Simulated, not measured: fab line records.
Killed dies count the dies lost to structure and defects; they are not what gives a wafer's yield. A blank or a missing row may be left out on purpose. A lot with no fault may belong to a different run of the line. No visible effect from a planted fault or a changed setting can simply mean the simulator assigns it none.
fab line records    flow sky130
[record] lots = 7  wafers = 20  lastDay = 50
route steps=708 shown VT_ADJUST_HVTP@87 VT_ADJUST_LVTN@97
lots that met no fault: taken from a fault-free run of the same line
startH: hours from the record's first day to the start of the lot's first wafer shown    waitH: how many hours have passed since the lot's step before this one    " as in the row above    L1.1+2: several wafers, shown together as one row    - value missing, or start not given    * or withheld: withheld    < > ~ a bound
route shown NAME@n: names a module that has steps shown in the file, with the first one's number in the route    usual: the fault-free wafers' mean and standard deviation    same: alike in all rows    chamber/n: place in a boat    sites: each site's reading    _std_site: their standard deviation    _edge_site: mean of outer sites minus mean of inner sites    radiusMm: for every site, how far away it sits from the centre of the wafer    mask NAME#n: copy n    behind: the most recent tool/chamber to have shaped the wafer    hold: why the lot went on hold/how many hours it stayed there/how the hold came to an end    device: whichever transistor did not switch (one of n, p or np)    end of line: the route-end tests of the same wafers    a step given without rows: its recipe and nothing more    killed: dies that structure and defects cost at the first sort, which is not the same as the wafer's yield    map: per-die view of a wafer (x killed, . not killed, _ where there is no die)
set.NAME: setting as actually run; set.NAME@STEP: the setting as run at that earlier step    model.NAME: the simulator's own value behind a step, which no gauge read
lots seen at some steps along the route; tables by step, rows by wafer
services: a tool's chamber out of use, with start hour (startH, from the record's first day; less than 0 if before it), hours out, and reason
[[steps]]
[step SKY_VT_ADJUST_HVTP_COAT_02]
[recipe] resist = NOVOLAK  spinRpm = 3000  resistThkNm = 1140
[step SKY_VT_ADJUST_HVTP_SOFTBAKE_03]
[recipe] tempC = 90  timeS = 60  resist = NOVOLAK
[step SKY_VT_ADJUST_HVTP_EXPOSE_04]
[recipe] maskId = HVTPM  na = 0.6  sourceShape = conventional  sigmaOuter = 0.6  polarization = unpolarized  targetCdNm = 380  doseMj = 140
[step SKY_VT_ADJUST_HVTP_PEB_05]
[recipe] tempC = withheld  timeS = *  resist = NOVOLAK
[step SKY_VT_ADJUST_HVTP_DEVELOP_06]
[recipe] resist = NOVOLAK  developer = TMAH  developTimeS = 60  devTempC = 23
[step SKY_VT_ADJUST_HVTP_CD_MEAS_07]
[recipe] targetCdNm = 380
[usual] cdNm = 380.2/2.9
lot.wafer  tool      chamber  startH  waitH  cdNm
L677.2     cdSem-01  -        126.93  0.1    373.0
L677.4     "         -        "       "      373.1
L677.6     "         -        "       "      373.0
L685.1     cdSem-01  -        196.80  0.1    380.2
L685.2     "         -        "       "      380.1
L685.3     "         -        "       "      380.7
L686.3     cdSem-02  -        197.46  0.1    379.8
L686.4     "         -        "       "      380.4
L686.6     "         -        "       "      379.2
L688.1     cdSem-02  -        212.17  0.1    388.3
L688.2     "         -        "       "      385.2
L688.6     "         -        "       "      387.8
L691.5     cdSem-01  -        225.15  0.1    377.7
L691.6     "         -        "       "      379.4
L697.2     cdSem-02  -        258.12  0.1    385.1
L697.4     "         -        "       "      383.0
L697.5     "         -        "       "      381.4
L698.2     cdSem-01  -        262.72  0.1    379.5
L698.4     "         -        "       "      381.1
L698.6     "         -        "       "      381.4
[step SKY_VT_ADJUST_HVTP_OVL_MEAS_08]
[usual] VT_ADJUST_HVTP_OVL = 1.0/1.4
lot.wafer  tool        chamber  startH  waitH  VT_ADJUST_HVTP_OVL[nm]
L677.2     overlay-01  -        127.03  0.1    0.0
L677.4     "           -        "       "      1.2
L677.6     "           -        "       "      3.4
L685.1     overlay-01  -        196.92  0.1    -0.2
L685.2     "           -        "       "      -0.7
L685.3     "           -        "       "      -0.3
L686.3     overlay-02  -        197.55  0.1    1.4
L686.4     "           -        "       "      0.9
L686.6     "           -        "       "      2.4
L688.1     overlay-02  -        212.29  0.1    3.2
L688.2     "           -        "       "      1.8
L688.6     "           -        "       "      1.2
L691.5     overlay-02  -        225.22  0.0    0.1
L691.6     "           -        "       "      1.0
L697.2     overlay-02  -        258.22  0.1    3.4
L697.4     "           -        "       "      0.9
L697.5     "           -        "       "      1.4
L698.2     overlay-02  -        262.82  0.1    3.3
L698.4     "           -        "       "      4.3
L698.6     "           -        "       "      1.8
[step SKY_VT_ADJUST_HVTP_IMPLANT_09]
[recipe] species = As  energyKev = 150  doseCm2 = 4.3e+12  tiltDeg = withheld
[step SKY_VT_ADJUST_HVTP_STRIP_10]
[recipe] chemistry = O2/N2  powerW = 1400  pressureMtorr = 1500  platenTempC = withheld  o2FlowSccm = 3000  n2FlowSccm = 300  overashFraction = 0.5
[usual] drypumpMotorCurrentA = 5.5/0.37  n2FlowSccm = 300.1/0.87  oesProductAu = 0.715/0.0045  stripTimeToEndpointS = 14.18/0.041
lot.wafer  tool            chamber  startH  waitH  drypumpMotorCurrentA  n2FlowSccm  oesProductAu  rfHoursCounterH  stripTimeToEndpointS
L677.2     plasmaAsher-02  1        127.21  0.1    4.7                   299.8       0.721         44               14.20
L677.4     "               1        "       "      4.7                   300.5       0.712         -                14.18
L677.6     "               0        "       "      5.7                   299.7       0.715         -                14.21
L685.1     plasmaAsher-02  0        197.11  0.1    5.7                   300.5       0.715         51               14.16
L685.2     "               1        "       "      4.7                   299.9       0.718         51               14.15
L685.3     "               0        "       "      5.7                   299.6       0.712         -                14.13
L686.3     plasmaAsher-01  0        197.76  0.1    5.4                   300.8       0.715         -                14.12
L686.4     "               1        "       "      5.3                   299.9       0.717         -                14.17
L686.6     "               0        "       "      5.4                   299.7       0.721         -                14.21
L688.1     plasmaAsher-01  0        212.48  0.1    5.4                   299.5       0.713         9                14.11
L688.2     "               1        "       "      5.3                   301.6       0.713         9                14.15
L688.6     "               0        "       "      5.4                   302.0       0.708         -                14.16
L691.5     plasmaAsher-04  0        225.44  0.1    5.9                   299.6       0.712         -                14.25
L691.6     "               1        "       "      5.8                   300.4       0.724         -                14.24
L697.2     plasmaAsher-01  1        258.40  0.1    5.3                   299.7       0.712         13               14.12
L697.4     "               0        "       "      5.4                   299.6       0.712         -                14.18
L697.5     "               1        "       "      5.3                   300.6       0.715         -                14.16
L698.2     plasmaAsher-01  1        263.00  0.1    5.3                   299.9       0.717         14               14.19
L698.4     "               0        "       "      5.4                   301.0       0.718         -                14.22
L698.6     "               0        "       "      5.4                   301.6       0.712         -                14.16
[step SKY_VT_ADJUST_HVTP_TW_MEAS_11]
[usual] VT_ADJUST_HVTP_TW = 1363/8.4
lot.wafer  tool          chamber  startH  waitH  VT_ADJUST_HVTP_TW
L677.2     filmMetro-03  -        127.32  0.1    1375
L677.4     "             -        "       "      1371
L677.6     "             -        "       "      1377
L685.1     filmMetro-04  -        197.21  0.1    1366
L685.2     "             -        "       "      1359
L685.3     "             -        "       "      1362
L686.3     filmMetro-04  -        197.85  0.1    1366
L686.4     "             -        "       "      1365
L686.6     "             -        "       "      1363
L688.1     filmMetro-03  -        212.58  0.1    1381
L688.2     "             -        "       "      1372
L688.6     "             -        "       "      1372
L691.5     filmMetro-04  -        225.52  0.0    1365
L691.6     "             -        "       "      1359
L697.2     filmMetro-02  -        258.51  0.1    1347
L697.4     "             -        "       "      1355
L697.5     "             -        "       "      1349
L698.2     filmMetro-03  -        263.11  0.1    1365
L698.4     "             -        "       "      1372
L698.6     "             -        "       "      1372
[step SKY_VT_ADJUST_LVTN_DEHYDRATE_00]
[recipe] tempC = 200  timeS = 60
[step SKY_VT_ADJUST_LVTN_HMDS_01]
[recipe] primeTimeS = 60  primeTempC = 120
[step SKY_VT_ADJUST_LVTN_COAT_02]
[recipe] spinRpm = 2000  resistThkNm = 3000
[usual] chillPlateTempC = 23.02/0.089
lot.wafer  tool           chamber  startH  waitH  chillPlateTempC  model.coat_of_VT_ADJUST_LVTN_COAT_02.thkNm
L677.2     lithoTrack-02  0        136.20  0.1    23.04            2987
L677.4     "              0        "       "      22.99            2986
L677.6     "              0        "       "      22.89            3003
L685.1     lithoTrack-01  0        207.81  0.1    23.12            3001
L685.2     "              0        "       "      22.99            3012
L685.3     "              0        "       "      22.94            3006
L686.3     lithoTrack-01  0        208.86  0.1    23.19            2994
L686.4     "              0        "       "      22.92            2994
L686.6     "              0        "       "      23.05            2892
L688.1     lithoTrack-01  0        222.81  0.1    23.10            2995
L688.2     "              0        "       "      23.05            2987
L688.6     "              0        "       "      23.15            2886
L691.5     lithoTrack-01  0        237.31  0.1    23.04            2891
L691.6     "              0        "       "      23.01            2889
L697.2     lithoTrack-02  0        269.80  0.1    23.07            2998
L697.4     "              0        "       "      23.05            3008
L697.5     "              0        "       "      23.02            2998
L698.2     lithoTrack-04  0        273.98  0.1    23.17            3024
L698.4     "              0        "       "      23.09            3012
L698.6     "              0        "       "      23.07            3011
[step SKY_VT_ADJUST_LVTN_SOFTBAKE_03]
[recipe] tempC = 110  timeS = withheld
[step SKY_VT_ADJUST_LVTN_EXPOSE_04]
[recipe] maskId = NWM_COMPLEMENT_LESS_NATIVE  na = 0.6  sourceShape = conventional  sigmaOuter = 0.6  polarization = unpolarized  targetCdNm = 840  doseMj = 194
[step SKY_VT_ADJUST_LVTN_PEB_05]
[recipe] tempC = 115  timeS = withheld
[step SKY_VT_ADJUST_LVTN_DEVELOP_06]
[recipe] wallAngleDeg = 90  developer = TMAH  developTimeS = 60  devTempC = 23
[usual] chillPlateTempC = 23.00/0.1
lot.wafer  tool           chamber  startH  waitH  chillPlateTempC  model.coat_of_VT_ADJUST_LVTN_COAT_02.thkNm
L677.2     lithoTrack-04  0        -       -      22.97            2983
L677.4     "              0        "       "      22.92            2982
L677.6     "              0        "       "      22.93            2999
L685.1     lithoTrack-01  0        -       -      22.81            2997
L685.2     "              0        "       "      22.81            3007
L685.3     "              0        "       "      22.83            3001
L686.3     lithoTrack-04  0        -       -      23.16            2990
L686.4     "              0        "       "      23.11            2990
L686.6     "              0        "       "      23.17            2887
L688.1     lithoTrack-01  0        -       -      22.99            2990
L688.2     "              0        "       "      22.97            2982
L688.6     "              0        "       "      23.06            2881
L691.5     lithoTrack-01  0        -       -      23.00            2887
L691.6     "              0        "       "      23.05            2885
L697.2     lithoTrack-04  0        -       -      23.11            2994
L697.4     "              0        "       "      23.05            3003
L697.5     "              0        "       "      23.11            2993
L698.2     lithoTrack-02  0        -       -      22.93            3019
L698.4     "              0        "       "      22.93            3008
L698.6     "              0        "       "      23.04            3007
[step SKY_VT_ADJUST_LVTN_OVL_MEAS_07]
[usual] VT_ADJUST_LVTN_OVL = -0.2/1.5
lot.wafer  tool        chamber  startH  waitH  VT_ADJUST_LVTN_OVL[nm]
L677.2     overlay-01  -        145.71  -      -1.6
L677.4     "           -        "       "      -0.8
L677.6     "           -        "       "      0.4
L685.1     overlay-01  -        219.11  -      -0.1
L685.2     "           -        "       "      -1.4
L685.3     "           -        "       "      -1.2
L686.3     overlay-02  -        219.77  -      -1.3
L686.4     "           -        "       "      -2.1
L686.6     "           -        "       "      0.3
L688.1     overlay-01  -        234.66  -      -3.0
L688.2     "           -        "       "      -0.3
L688.6     "           -        "       "      -0.9
L691.5     overlay-02  -        248.28  -      -0.4
L691.6     "           -        "       "      -1.3
L697.2     overlay-02  -        281.86  -      1.8
L697.4     "           -        "       "      -0.4
L697.5     "           -        "       "      0.8
L698.2     overlay-01  -        287.03  -      0.8
L698.4     "           -        "       "      -2.0
L698.6     "           -        "       "      -1.0
[step SKY_VT_ADJUST_LVTN_IMPLANT_08]
[recipe] species = B  energyKev = 30  doseCm2 = 1.57e+12  tiltDeg = withheld
[step SKY_VT_ADJUST_LVTN_STRIP_09]
[recipe] chemistry = O2/N2  powerW = 1400  pressureMtorr = 1500  platenTempC = withheld  o2FlowSccm = 3000  n2FlowSccm = 300  overashFraction = 0.5
[usual] drypumpMotorCurrentA = 5.7/0.32  n2FlowSccm = 300.1/1  oesProductAu = 0.723/0.0048  stripTimeToEndpointS = 36.89/0.1
lot.wafer  tool            chamber  startH  waitH  drypumpMotorCurrentA  n2FlowSccm  oesProductAu  rfHoursCounterH  stripTimeToEndpointS
L677.2     plasmaAsher-03  0        145.89  0.1    6.2                   301.4       0.726         33               36.74
L677.4     "               1        "       "      5.9                   299.3       0.724         -                36.74
L677.6     "               0        "       "      6.2                   300.0       0.715         -                36.96
L685.1     plasmaAsher-01  1        219.29  0.1    5.3                   299.5       0.730         10               36.93
L685.2     "               0        "       "      5.4                   299.0       0.718         10               37.04
L685.3     "               0        "       "      5.4                   300.8       0.714         -                37.00
L686.3     plasmaAsher-04  1        219.98  0.1    5.8                   298.8       0.714         -                36.83
L686.4     "               0        "       "      5.8                   299.1       0.719         -                36.82
L686.6     "               0        "       "      5.8                   301.1       0.731         -                35.66
L688.1     plasmaAsher-04  0        234.84  0.1    5.9                   300.6       0.724         56               36.85
L688.2     "               1        "       "      5.8                   299.3       0.726         56               36.76
L688.6     "               1        "       "      5.8                   299.8       0.722         -                35.59
L691.5     plasmaAsher-04  1        248.51  0.1    5.8                   301.0       0.724         -                35.65
L691.6     "               0        "       "      5.8                   299.3       0.729         -                35.65
L697.2     plasmaAsher-01  0        282.04  0.1    5.4                   300.7       0.723         16               36.88
L697.4     "               1        "       "      5.3                   299.6       0.722         -                37.01
L697.5     "               1        "       "      5.3                   301.9       0.723         -                36.89
L698.2     plasmaAsher-03  1        287.21  0.1    5.9                   302.1       0.716         47               37.18
L698.4     "               1        "       "      5.9                   300.0       0.726         -                37.04
L698.6     "               0        "       "      6.2                   297.3       0.722         -                37.05
[step SKY_VT_ADJUST_LVTN_TW_MEAS_10]
[usual] VT_ADJUST_LVTN_TW = 243.2/1.2
lot.wafer  tool          chamber  startH  waitH  VT_ADJUST_LVTN_TW
L677.2     filmMetro-03  -        146.00  0.1    241.1
L677.4     "             -        "       "      241.9
L677.6     "             -        "       "      242.8
L685.1     filmMetro-01  -        219.41  0.1    243.5
L685.2     "             -        "       "      243.0
L685.3     "             -        "       "      243.8
L686.3     filmMetro-03  -        220.06  0.1    242.9
L686.4     "             -        "       "      244.0
L686.6     "             -        "       "      244.5
L688.1     filmMetro-03  -        234.94  0.1    245.9
L688.2     "             -        "       "      245.3
L688.6     "             -        "       "      244.7
L691.5     filmMetro-01  -        248.58  0.0    243.3
L691.6     "             -        "       "      242.6
L697.2     filmMetro-01  -        282.15  0.1    243.6
L697.4     "             -        "       "      241.1
L697.5     "             -        "       "      243.1
L698.2     filmMetro-03  -        287.32  0.1    244.3
L698.4     "             -        "       "      243.1
L698.6     "             -        "       "      243.3
[[services]]
tool            chamber  startH  hours  kind
plasmaAsher-01  -        108.75  9.0    pm
plasmaAsher-01  0        108.75  9.0    ventCycle
plasmaAsher-01  1        108.75  9.0    ventCycle
plasmaAsher-01  0        117.75  -      clean
plasmaAsher-01  1        117.75  -      clean
plasmaAsher-04  -        174.69  1.4    repair
plasmaAsher-04  -        178.73  0.9    repair
plasmaAsher-03  -        187.37  1.5    repair
plasmaAsher-04  -        270.77  15.6   pm
[[key]]
[firstSign] step = SKY_VT_ADJUST_LVTN_STRIP_09  reading = stripTimeToEndpointS  direction = down  sigmas = 12  usual = *  struck = *
effect none on later readings
[modelEffect] step = SKY_VT_ADJUST_LVTN_COAT_02  value = coat_of_VT_ADJUST_LVTN_COAT_02.thkNm  without = 2997  struck = 2889
[modelEffect] step = SKY_VT_ADJUST_LVTN_DEVELOP_06  value = coat_of_VT_ADJUST_LVTN_COAT_02.thkNm  without = 2992  struck = 2885
metAt SKY_VT_ADJUST_LVTN_COAT_02
struckWafers L686.6,L688.6,L691.5,L691.6
testerLeftOut L686,L688,L691
onsetBetween 207.81 208.86
[fault] kind = processParameterDrift  tool = lithoTrack-01  chamber = -  onsetH = 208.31  steps = SKY_VT_ADJUST_LVTN_COAT_02  channel = resistThkNm  offset = -107.29  shape = step  endH = 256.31  scope = struckWafersOnly  actsIn = theseRecipesOnly  stated = 3000
// testerLeftOut: of these lots the tester's yield and bins aren't shown, on N5 and GAA mostly nor the transistor test; their killed dies are dies lost to structure and defects alone, not to doping, threshold or leakage, so they don't give the yield
